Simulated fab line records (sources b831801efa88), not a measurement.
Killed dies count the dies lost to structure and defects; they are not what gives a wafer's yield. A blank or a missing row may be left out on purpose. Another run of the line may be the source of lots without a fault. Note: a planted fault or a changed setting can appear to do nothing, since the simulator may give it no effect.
Which tool is to blame? | flow gf180mcu | 13 lots with 39 wafers sampled at 3 steps, on a route of 602 steps

WHAT THE GAUGES READ, wafer by wafer
GF_HV_LDD_THK_MEAS_57. Usual: HV_LDD_CVD_56_THK gives 89.8 nm (standard deviation 0.89).
lot  | measured     | on            | HV_LDD_CVD_56_THK (nm) | flag
L355 | day 12 20:14 | film metro-04 | 88.8 88.8 88.6         |
L356 | day 13 05:06 | film metro-04 | 90.4 89.6 90.3         |
L358 | day 13 15:21 | film metro-01 | 89.6 89.4 89.2         |
L357 | day 13 16:14 | film metro-02 | 89.7 89.9 90.0         |
L359 | day 14 01:36 | film metro-01 | 89.3 89.7 89.1         |
L360 | day 14 11:01 | film metro-01 | 88.4 89.1 88.8         |
L361 | day 14 15:08 | film metro-01 | 88.7 88.9 89.2         |
L362 | day 14 18:01 | film metro-01 | 91.2 90.7 90.7         |
L363 | day 15 05:05 | film metro-04 | 90.9 90.4 91.1         |
L364 | day 15 11:27 | film metro-02 | 90.4 89.0 89.8         |
L369 | day 17 06:50 | film metro-01 | 90.2 89.6 90.2         |
L371 | day 17 19:19 | film metro-02 | 88.5 89.2 89.4         |
L377 | day 19 17:52 | film metro-01 | 90.9 90.4 90.6         |

GF_SALICIDE_RS_MEAS_04: uses a four-point probe to measure. Usual: SALICIDE_TIN_RS gives 16.3 ohm/sq (standard deviation 0.31).
lot  | measured     | on            | SALICIDE_TIN_RS (ohm/sq) | flag
L355 | day 15 11:46 | film metro-02 | 15.9 15.9 15.8           |
L356 | day 15 21:12 | film metro-02 | 16.0 15.8 15.7           |
L358 | day 16 07:05 | film metro-01 | 16.1 16.5 16.5           |
L357 | day 16 08:45 | film metro-03 | 16.1 16.0 16.5           |
L359 | day 16 19:35 | film metro-01 | 15.7 16.2 15.8           |
L360 | day 17 07:26 | film metro-01 | 16.1 16.6 16.3           |
L361 | day 17 10:52 | film metro-02 | 16.4 16.1 16.0           |
L362 | day 17 12:47 | film metro-01 | 16.5 16.0 16.0           |
L363 | day 18 00:58 | film metro-03 | 16.0 16.2 16.1           |
L364 | day 18 07:51 | film metro-03 | 16.1 16.4 16.5           |
L369 | day 20 07:05 | film metro-01 | 16.3 16.5 16.5           |
L371 | day 20 20:27 | film metro-03 | 16.8 16.3 16.9           |
L377 | day 22 17:48 | film metro-01 | 15.9 15.9 15.9           |

TOOL THAT RAN EACH LOT (tool first, then ch and the chambers of the sampled wafers, then the start)
lot  | GF_SAB_ETCH_11
L355 | rie diel-04 ch 2,3, day 15 11:20
L356 | rie diel-04 ch 0,1,3, day 15 20:47
L358 | rie diel-04 ch 1,2, day 16 06:38
L357 | rie diel-04 ch 1,2, day 16 08:22
L359 | rie diel-01 ch 2,3, day 16 19:11
L360 | rie diel-04 ch 1,2, day 17 06:50
L361 | rie diel-04 ch 0,1,2, day 17 10:17
L362 | rie diel-01 ch 2,3, day 17 12:22
L363 | rie diel-04 ch 1,2,3, day 18 00:32
L364 | rie diel-04 ch 0,1, day 18 07:26
L369 | rie diel-01 ch 0,1,3, day 20 06:38
L371 | rie diel-02 ch 1,2, day 20 20:02
L377 | rie diel-04 ch 0,2, day 22 17:20
- GF_SAB_ETCH_11: etches SiO2 in C4F8/O2/Ar, target depth 55 nm, time 8.5 s.

AS READ BY THE TOOLS THEMSELVES (means over the sampled wafers that have a number; for cases with no such wafer, the mark the record gives instead)
GF_SAB_ETCH_11. Usual: oes product au reads 1.001 a.u. (standard deviation 0.011).
lot  | tool        | oes product au (a.u.) | flag
L355 | rie diel-04 | 1.023                 |
L356 | rie diel-04 | 1.009                 |
L358 | rie diel-04 | 1.007                 |
L357 | rie diel-04 | 1.006                 |
L359 | rie diel-01 | 0.992                 |
L360 | rie diel-04 | 1.008                 |
L361 | rie diel-04 | 1.012                 |
L362 | rie diel-01 | 0.988                 |
L363 | rie diel-04 | 1.004                 |
L364 | rie diel-04 | 1.008                 |
L369 | rie diel-01 | 0.988                 |
L371 | rie diel-02 | 0.995                 |
L377 | rie diel-04 | 1.003                 |

THE ANSWER, worked out from the rows above alone
Rule: a lot is off if the mean of its wafers that have a number lies more than 3 standard deviations from the usual mean. A lot without any number at a reading at which 4 lots or more have one is off too. All remaining lots with rows at the step are treated as sound. The gauges are gone through in route order, then the tools' own readings, and for those a lot's mean is taken as printed above. At the first step where some lot is off, the reading lying furthest off is the one used; lots without a number count as furthest.
No lot is off on any of the readings shown, so nothing can be concluded from this.

WHAT THE SIMULATOR PUT IN
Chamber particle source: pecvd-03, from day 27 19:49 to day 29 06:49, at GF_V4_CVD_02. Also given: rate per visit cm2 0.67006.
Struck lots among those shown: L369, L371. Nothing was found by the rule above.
